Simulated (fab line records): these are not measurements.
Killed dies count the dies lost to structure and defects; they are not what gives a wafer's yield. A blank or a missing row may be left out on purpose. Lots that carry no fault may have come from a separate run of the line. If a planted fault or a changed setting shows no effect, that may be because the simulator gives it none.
Which tool did it? || flow sky130 || 33 wafers from 11 lots sampled at 5 of the route's 708 steps

== WHAT THE GAUGES READ, wafer by wafer ==
The record lacks any reading of a measuring or inspecting step that a usual standard deviation could be used to judge.

== WHICH TOOL RAN EACH LOT (tool, then ch and the chambers of the sampled wafers, then the start) ==
{"lot": "L754", "SKY_METAL5_SPUTTER_00": "pvd sputter-04, day 42 13:04", "SKY_METAL5_SPUTTER_01": "pvd sputter-04, day 42 13:05", "SKY_METAL5_METAL_ETCH_15": "rie metal-01 ch 0,1, day 43 11:55", "SKY_PASSIVATION_ETCH_11": "rie diel-04 ch 0,1, day 44 11:31", "SKY_PAD_OPEN_PROBE_99": "prober-01, day 45 11:49"}
{"lot": "L759", "SKY_METAL5_SPUTTER_00": "pvd sputter-01, day 44 02:52", "SKY_METAL5_SPUTTER_01": "pvd sputter-01, day 44 02:53", "SKY_METAL5_METAL_ETCH_15": "rie metal-01 ch 0,1, day 45 00:53", "SKY_PASSIVATION_ETCH_11": "rie diel-04 ch 0,1,3, day 45 22:08", "SKY_PAD_OPEN_PROBE_99": "prober-02, day 46 20:40"}
{"lot": "L760", "SKY_METAL5_SPUTTER_00": "pvd sputter-02, day 45 07:38", "SKY_METAL5_SPUTTER_01": "pvd sputter-02, day 45 07:40", "SKY_METAL5_METAL_ETCH_15": "rie metal-03 ch 0,1, day 46 04:43", "SKY_PASSIVATION_ETCH_11": "rie diel-03 ch 1,2,3, day 47 01:34", "SKY_PAD_OPEN_PROBE_99": "prober-01, day 47 23:17"}
{"lot": "L763", "SKY_METAL5_SPUTTER_00": "pvd sputter-04, day 45 12:35", "SKY_METAL5_SPUTTER_01": "pvd sputter-04, day 45 12:36", "SKY_METAL5_METAL_ETCH_15": "rie metal-03 ch 0,1, day 46 09:14", "SKY_PASSIVATION_ETCH_11": "rie diel-03 ch 0,1,2, day 47 06:05", "SKY_PAD_OPEN_PROBE_99": "prober-02, day 48 04:52"}
{"lot": "L764", "SKY_METAL5_SPUTTER_00": "pvd sputter-02, day 45 14:05", "SKY_METAL5_SPUTTER_01": "pvd sputter-02, day 45 14:06", "SKY_METAL5_METAL_ETCH_15": "rie metal-04 ch 0,1, day 46 10:41", "SKY_PASSIVATION_ETCH_11": "rie diel-04 ch 1,2,3, day 47 07:38", "SKY_PAD_OPEN_PROBE_99": "prober-01, day 48 05:56"}
{"lot": "L765", "SKY_METAL5_SPUTTER_00": "pvd sputter-04, day 45 15:58", "SKY_METAL5_SPUTTER_01": "pvd sputter-04, day 45 15:59", "SKY_METAL5_METAL_ETCH_15": "rie metal-04 ch 0, day 46 13:08", "SKY_PASSIVATION_ETCH_11": "rie diel-02 ch 1,2, day 47 09:38", "SKY_PAD_OPEN_PROBE_99": "prober-02, day 48 07:38"}
{"lot": "L766", "SKY_METAL5_SPUTTER_00": "pvd sputter-04, day 45 22:13", "SKY_METAL5_SPUTTER_01": "pvd sputter-04, day 45 22:14", "SKY_METAL5_METAL_ETCH_15": "rie metal-04 ch 0,1, day 46 18:26", "SKY_PASSIVATION_ETCH_11": "rie diel-04 ch 2,3, day 47 13:56", "SKY_PAD_OPEN_PROBE_99": "prober-01, day 48 11:37"}
{"lot": "L767", "SKY_METAL5_SPUTTER_00": "pvd sputter-04, day 46 05:42", "SKY_METAL5_SPUTTER_01": "pvd sputter-04, day 46 05:43", "SKY_METAL5_METAL_ETCH_15": "rie metal-04 ch 0,1, day 47 01:50", "SKY_PASSIVATION_ETCH_11": "rie diel-02 ch 0,1,2, day 47 22:26", "SKY_PAD_OPEN_PROBE_99": "prober-02, day 48 19:04"}
{"lot": "L770", "SKY_METAL5_SPUTTER_00": "pvd sputter-02, day 47 05:55", "SKY_METAL5_SPUTTER_01": "pvd sputter-02, day 47 05:56", "SKY_METAL5_METAL_ETCH_15": "rie metal-01 ch 1, day 48 01:48", "SKY_PASSIVATION_ETCH_11": "rie diel-02 ch 1,2,3, day 48 21:10", "SKY_PAD_OPEN_PROBE_99": "prober-01, day 49 16:19"}
{"lot": "L772", "SKY_METAL5_SPUTTER_00": "pvd sputter-04, day 47 11:01", "SKY_METAL5_SPUTTER_01": "pvd sputter-04, day 47 11:02", "SKY_METAL5_METAL_ETCH_15": "rie metal-03 ch 0,1, day 48 07:04", "SKY_PASSIVATION_ETCH_11": "rie diel-02 ch 0,2,3, day 49 02:31", "SKY_PAD_OPEN_PROBE_99": "prober-01, day 49 22:35"}
{"lot": "L773", "SKY_METAL5_SPUTTER_00": "pvd sputter-04, day 47 21:46", "SKY_METAL5_SPUTTER_01": "pvd sputter-04, day 47 21:47", "SKY_METAL5_METAL_ETCH_15": "rie metal-04 ch 0,1, day 48 15:50", "SKY_PASSIVATION_ETCH_11": "rie diel-03 ch 2,3, day 49 10:13", "SKY_PAD_OPEN_PROBE_99": "prober-02, day 50 05:36"}
- SKY_METAL5_SPUTTER_00: material Ti, target thk 15 nm, time 10 s.
- SKY_METAL5_SPUTTER_01: material TiN, target thk 20 nm, time 16.7 s.
- SKY_METAL5_METAL_ETCH_15: etches the open film in Cl2/BCl3, stops on SiO2, target depth 1260 nm, time 252 s.
- SKY_PASSIVATION_ETCH_11: etches the open film in CF4/O2, stops on AlCu, target depth 725 nm, time 161.1 s.
- SKY_PAD_OPEN_PROBE_99

== AS READ BY THE TOOLS THEMSELVES (means over the sampled wafers that have a number; for cases with no such wafer, the mark the record gives instead) ==
SKY_METAL5_SPUTTER_00. Usual: chamber pressure pa 0.3999 Pa, standard deviation 0.00084; throttle valve pct 30.4 %, standard deviation 1.
{"lot": "L754", "tool": "pvd sputter-04", "chamber pressure pa (Pa)": 0.4001, "throttle valve pct (%)": 29.6, "flag": ""}
{"lot": "L759", "tool": "pvd sputter-01", "chamber pressure pa (Pa)": 0.3998, "throttle valve pct (%)": 30.5, "flag": ""}
{"lot": "L760", "tool": "pvd sputter-02", "chamber pressure pa (Pa)": 0.4001, "throttle valve pct (%)": 30.1, "flag": ""}
{"lot": "L763", "tool": "pvd sputter-04", "chamber pressure pa (Pa)": 0.3993, "throttle valve pct (%)": 30.9, "flag": ""}
{"lot": "L764", "tool": "pvd sputter-02", "chamber pressure pa (Pa)": 0.3999, "throttle valve pct (%)": 30.0, "flag": ""}
{"lot": "L765", "tool": "pvd sputter-04", "chamber pressure pa (Pa)": 0.4001, "throttle valve pct (%)": 30.3, "flag": ""}
{"lot": "L766", "tool": "pvd sputter-04", "chamber pressure pa (Pa)": 0.3993, "throttle valve pct (%)": 30.7, "flag": ""}
{"lot": "L767", "tool": "pvd sputter-04", "chamber pressure pa (Pa)": 0.3985, "throttle valve pct (%)": 29.8, "flag": ""}
{"lot": "L770", "tool": "pvd sputter-02", "chamber pressure pa (Pa)": 0.3995, "throttle valve pct (%)": 29.8, "flag": ""}
{"lot": "L772", "tool": "pvd sputter-04", "chamber pressure pa (Pa)": 0.4001, "throttle valve pct (%)": 29.8, "flag": ""}
{"lot": "L773", "tool": "pvd sputter-04", "chamber pressure pa (Pa)": 0.3995, "throttle valve pct (%)": 30.9, "flag": ""}

SKY_METAL5_SPUTTER_01. Usual: chamber pressure pa 0.4000 Pa, standard deviation 0.00081; throttle valve pct 30.4 %, standard deviation 1.
{"lot": "L754", "tool": "pvd sputter-04", "chamber pressure pa (Pa)": 0.4000, "throttle valve pct (%)": 29.7, "flag": ""}
{"lot": "L759", "tool": "pvd sputter-01", "chamber pressure pa (Pa)": 0.4002, "throttle valve pct (%)": 30.6, "flag": ""}
{"lot": "L760", "tool": "pvd sputter-02", "chamber pressure pa (Pa)": 0.4002, "throttle valve pct (%)": 30.1, "flag": ""}
{"lot": "L763", "tool": "pvd sputter-04", "chamber pressure pa (Pa)": 0.4005, "throttle valve pct (%)": 30.8, "flag": ""}
{"lot": "L764", "tool": "pvd sputter-02", "chamber pressure pa (Pa)": 0.3987, "throttle valve pct (%)": 29.9, "flag": ""}
{"lot": "L765", "tool": "pvd sputter-04", "chamber pressure pa (Pa)": 0.4000, "throttle valve pct (%)": 30.3, "flag": ""}
{"lot": "L766", "tool": "pvd sputter-04", "chamber pressure pa (Pa)": 0.4007, "throttle valve pct (%)": 30.7, "flag": ""}
{"lot": "L767", "tool": "pvd sputter-04", "chamber pressure pa (Pa)": 0.4001, "throttle valve pct (%)": 29.8, "flag": ""}
{"lot": "L770", "tool": "pvd sputter-02", "chamber pressure pa (Pa)": 0.3998, "throttle valve pct (%)": 29.9, "flag": ""}
{"lot": "L772", "tool": "pvd sputter-04", "chamber pressure pa (Pa)": 0.4002, "throttle valve pct (%)": 29.7, "flag": ""}
{"lot": "L773", "tool": "pvd sputter-04", "chamber pressure pa (Pa)": 0.4011, "throttle valve pct (%)": 30.7, "flag": ""}

SKY_METAL5_METAL_ETCH_15. Usual: drypump motor current A 5.8 A, standard deviation 0.46; oes product au 0.893 a.u., standard deviation 0.0049; throttle valve pct 22.264 %, standard deviation 0.009.
{"lot": "L754", "tool": "rie metal-01", "drypump motor current A (A)": 5.8, "oes product au (a.u.)": 0.892, "throttle valve pct (%)": 22.260, "flag": ""}
{"lot": "L759", "tool": "rie metal-01", "drypump motor current A (A)": 5.8, "oes product au (a.u.)": 0.899, "throttle valve pct (%)": 22.265, "flag": ""}
{"lot": "L760", "tool": "rie metal-03", "drypump motor current A (A)": 5.2, "oes product au (a.u.)": 0.896, "throttle valve pct (%)": 22.258, "flag": ""}
{"lot": "L763", "tool": "rie metal-03", "drypump motor current A (A)": 5.4, "oes product au (a.u.)": 0.894, "throttle valve pct (%)": 22.266, "flag": ""}
{"lot": "L764", "tool": "rie metal-04", "drypump motor current A (A)": 6.2, "oes product au (a.u.)": 0.892, "throttle valve pct (%)": 22.266, "flag": ""}
{"lot": "L765", "tool": "rie metal-04", "drypump motor current A (A)": 6.1, "oes product au (a.u.)": 0.898, "throttle valve pct (%)": 22.271, "flag": ""}
{"lot": "L766", "tool": "rie metal-04", "drypump motor current A (A)": 6.2, "oes product au (a.u.)": 0.889, "throttle valve pct (%)": 22.266, "flag": ""}
{"lot": "L767", "tool": "rie metal-04", "drypump motor current A (A)": 6.2, "oes product au (a.u.)": 0.897, "throttle valve pct (%)": 22.259, "flag": ""}
{"lot": "L770", "tool": "rie metal-01", "drypump motor current A (A)": 6.1, "oes product au (a.u.)": 0.892, "throttle valve pct (%)": 22.256, "flag": ""}
{"lot": "L772", "tool": "rie metal-03", "drypump motor current A (A)": 5.3, "oes product au (a.u.)": 0.895, "throttle valve pct (%)": 22.271, "flag": ""}
{"lot": "L773", "tool": "rie metal-04", "drypump motor current A (A)": 6.2, "oes product au (a.u.)": 0.891, "throttle valve pct (%)": 22.273, "flag": ""}

SKY_PASSIVATION_ETCH_11. Usual: drypump motor current A 5.8 A, standard deviation 0.37; oes product au 0.978 a.u., standard deviation 0.0071; throttle valve pct 5.964 %, standard deviation 0.0098.
{"lot": "L754", "tool": "rie diel-04", "drypump motor current A (A)": 6.3, "oes product au (a.u.)": 0.974, "throttle valve pct (%)": 5.958, "flag": ""}
{"lot": "L759", "tool": "rie diel-04", "drypump motor current A (A)": 6.1, "oes product au (a.u.)": 0.976, "throttle valve pct (%)": 5.950, "flag": ""}
{"lot": "L760", "tool": "rie diel-03", "drypump motor current A (A)": 5.9, "oes product au (a.u.)": 0.983, "throttle valve pct (%)": 5.966, "flag": ""}
{"lot": "L763", "tool": "rie diel-03", "drypump motor current A (A)": 5.8, "oes product au (a.u.)": 0.972, "throttle valve pct (%)": 5.960, "flag": ""}
{"lot": "L764", "tool": "rie diel-04", "drypump motor current A (A)": 6.2, "oes product au (a.u.)": 0.975, "throttle valve pct (%)": 5.972, "flag": ""}
{"lot": "L765", "tool": "rie diel-02", "drypump motor current A (A)": 5.9, "oes product au (a.u.)": 0.973, "throttle valve pct (%)": 5.966, "flag": ""}
{"lot": "L766", "tool": "rie diel-04", "drypump motor current A (A)": 6.0, "oes product au (a.u.)": 0.986, "throttle valve pct (%)": 5.954, "flag": ""}
{"lot": "L767", "tool": "rie diel-02", "drypump motor current A (A)": 5.8, "oes product au (a.u.)": 0.977, "throttle valve pct (%)": 5.966, "flag": ""}
{"lot": "L770", "tool": "rie diel-02", "drypump motor current A (A)": 5.6, "oes product au (a.u.)": 0.970, "throttle valve pct (%)": 5.967, "flag": ""}
{"lot": "L772", "tool": "rie diel-02", "drypump motor current A (A)": 5.7, "oes product au (a.u.)": 0.983, "throttle valve pct (%)": 5.967, "flag": ""}
{"lot": "L773", "tool": "rie diel-03", "drypump motor current A (A)": 5.8, "oes product au (a.u.)": 0.987, "throttle valve pct (%)": 5.952, "flag": ""}

SKY_PAD_OPEN_PROBE_99. Usual: defect limited yield 82.2 %, standard deviation 2; killed_at_M0_to_M3 43, standard deviation 6.4; killed_at_M4_up 3.2, standard deviation 1.8; killed at contacts 25, standard deviation 5.8; killed at front end 16, standard deviation 4.1; killed at other 0.2, standard deviation 0.47; killed dies 88, standard deviation 9.9; killed open 47, standard deviation 7.3; killed short 40, standard deviation 7.1; sort_bin_3_pad_short 0.9 %, standard deviation 0.41; sort_bin_5_function 10.6 %, standard deviation 1.6; sort_bin_6_memory 6.3 %, standard deviation 1.2; sort n pass 404, standard deviation 9.9; sort yield pct 82.2 %, standard deviation 2.
{"lot": "L754", "tool": "prober-01", "defect limited yield (%)": 83.9, "killed_at_M0_to_M3": 38, "killed_at_M4_up": 3.0, "killed at contacts": 22, "killed at front end": 16, "killed at other": 0.0, "killed dies": 79, "killed open": 43, "killed short": 36, "sort_bin_3_pad_short (%)": 1.0, "sort_bin_5_function (%)": 9.9, "sort_bin_6_memory (%)": 5.2, "sort n pass": 413, "sort yield pct (%)": 83.9, "flag": ""}
{"lot": "L759", "tool": "prober-02", "defect limited yield (%)": 79.2, "killed_at_M0_to_M3": 51, "killed_at_M4_up": 4.7, "killed at contacts": 32, "killed at front end": 15, "killed at other": 0.3, "killed dies": 102, "killed open": 57, "killed short": 45, "sort_bin_3_pad_short (%)": 1.1, "sort_bin_5_function (%)": 12.8, "sort_bin_6_memory (%)": 6.9, "sort n pass": 390, "sort yield pct (%)": 79.2, "flag": ""}
{"lot": "L760", "tool": "prober-01", "defect limited yield (%)": 80.7, "killed_at_M0_to_M3": 44, "killed_at_M4_up": 4.7, "killed at contacts": 34, "killed at front end": 13, "killed at other": 0.0, "killed dies": 95, "killed open": 56, "killed short": 38, "sort_bin_3_pad_short (%)": 0.8, "sort_bin_5_function (%)": 10.4, "sort_bin_6_memory (%)": 8.0, "sort n pass": 397, "sort yield pct (%)": 80.7, "flag": ""}
{"lot": "L763", "tool": "prober-02", "defect limited yield (%)": 83.1, "killed_at_M0_to_M3": 41, "killed_at_M4_up": 4.0, "killed at contacts": 24, "killed at front end": 14, "killed at other": 0.3, "killed dies": 83, "killed open": 47, "killed short": 36, "sort_bin_3_pad_short (%)": 0.7, "sort_bin_5_function (%)": 9.6, "sort_bin_6_memory (%)": 6.7, "sort n pass": 409, "sort yield pct (%)": 83.1, "flag": ""}
{"lot": "L764", "tool": "prober-01", "defect limited yield (%)": 84.9, "killed_at_M0_to_M3": 36, "killed_at_M4_up": 2.7, "killed at contacts": 25, "killed at front end": 10, "killed at other": 0.3, "killed dies": 74, "killed open": 38, "killed short": 36, "sort_bin_3_pad_short (%)": 0.5, "sort_bin_5_function (%)": 9.0, "sort_bin_6_memory (%)": 5.6, "sort n pass": 418, "sort yield pct (%)": 84.9, "flag": ""}
{"lot": "L765", "tool": "prober-02", "defect limited yield (%)": 83.3, "killed_at_M0_to_M3": 38, "killed_at_M4_up": 3.0, "killed at contacts": 22, "killed at front end": 19, "killed at other": 0.0, "killed dies": 82, "killed open": 38, "killed short": 43, "sort_bin_3_pad_short (%)": 0.7, "sort_bin_5_function (%)": 10.0, "sort_bin_6_memory (%)": 6.0, "sort n pass": 410, "sort yield pct (%)": 83.3, "flag": ""}
{"lot": "L766", "tool": "prober-01", "defect limited yield (%)": 82.4, "killed_at_M0_to_M3": 44, "killed_at_M4_up": 4.3, "killed at contacts": 21, "killed at front end": 18, "killed at other": 0.0, "killed dies": 87, "killed open": 48, "killed short": 38, "sort_bin_3_pad_short (%)": 1.4, "sort_bin_5_function (%)": 9.8, "sort_bin_6_memory (%)": 6.4, "sort n pass": 405, "sort yield pct (%)": 82.4, "flag": ""}
{"lot": "L767", "tool": "prober-02", "defect limited yield (%)": 81.2, "killed_at_M0_to_M3": 39, "killed_at_M4_up": 2.0, "killed at contacts": 31, "killed at front end": 21, "killed at other": 0.0, "killed dies": 93, "killed open": 53, "killed short": 39, "sort_bin_3_pad_short (%)": 1.1, "sort_bin_5_function (%)": 11.6, "sort_bin_6_memory (%)": 6.2, "sort n pass": 399, "sort yield pct (%)": 81.2, "flag": ""}
{"lot": "L770", "tool": "prober-01", "defect limited yield (%)": 84.3, "killed_at_M0_to_M3": 41, "killed_at_M4_up": 2.7, "killed at contacts": 18, "killed at front end": 16, "killed at other": 0.0, "killed dies": 77, "killed open": 42, "killed short": 35, "sort_bin_3_pad_short (%)": 0.7, "sort_bin_5_function (%)": 9.2, "sort_bin_6_memory (%)": 5.8, "sort n pass": 415, "sort yield pct (%)": 84.3, "flag": ""}
{"lot": "L772", "tool": "prober-01", "defect limited yield (%)": 75.2, "killed_at_M0_to_M3": 41, "killed_at_M4_up": 36.0, "killed at contacts": 29, "killed at front end": 16, "killed at other": 0.0, "killed dies": 122, "killed open": 50, "killed short": 41, "sort_bin_3_pad_short (%)": 1.7, "sort_bin_5_function (%)": 15.8, "sort_bin_6_memory (%)": 7.3, "sort n pass": 370, "sort yield pct (%)": 75.2, "flag": "OFF"}
{"lot": "L773", "tool": "prober-02", "defect limited yield (%)": 75.5, "killed_at_M0_to_M3": 44, "killed_at_M4_up": 40.0, "killed at contacts": 20, "killed at front end": 16, "killed at other": 0.7, "killed dies": 120, "killed open": 42, "killed short": 40, "sort_bin_3_pad_short (%)": 2.1, "sort_bin_5_function (%)": 15.1, "sort_bin_6_memory (%)": 7.2, "sort n pass": 372, "sort yield pct (%)": 75.5, "flag": "OFF"}

== THE ANSWER, worked out from the rows above alone ==
Rule: lot off if the mean of its wafers having a number is beyond 3 standard deviations from the usual mean. Also off: a lot with no number at a reading for which 4 or more lots have one. Where the step has rows for the other lots, those lots are counted as sound. After the gauges, taken in route order, come the tools' own readings; for these a lot's mean is taken, as printed above. The first step at which some lot is off is used, and at that step the reading that is off furthest; a lot without a number counts as furthest.
Off: L772, L773, at SKY_PAD_OPEN_PROBE_99 (killed_at_M4_up).
If a tool, at that step or one of the process steps before it, ran each lot that is off and ran no sound lot following the first of them, it fits. One candidate fits, namely pvd sputter-04 at SKY_METAL5_SPUTTER_00 and SKY_METAL5_SPUTTER_01. At SKY_METAL5_SPUTTER_00 its last sound lot is L767 (day 46 05:42), its first lot that is off L772 (day 47 11:01): a fault that began between those two fits.

== WHAT THE SIMULATOR HAD PUT IN ==
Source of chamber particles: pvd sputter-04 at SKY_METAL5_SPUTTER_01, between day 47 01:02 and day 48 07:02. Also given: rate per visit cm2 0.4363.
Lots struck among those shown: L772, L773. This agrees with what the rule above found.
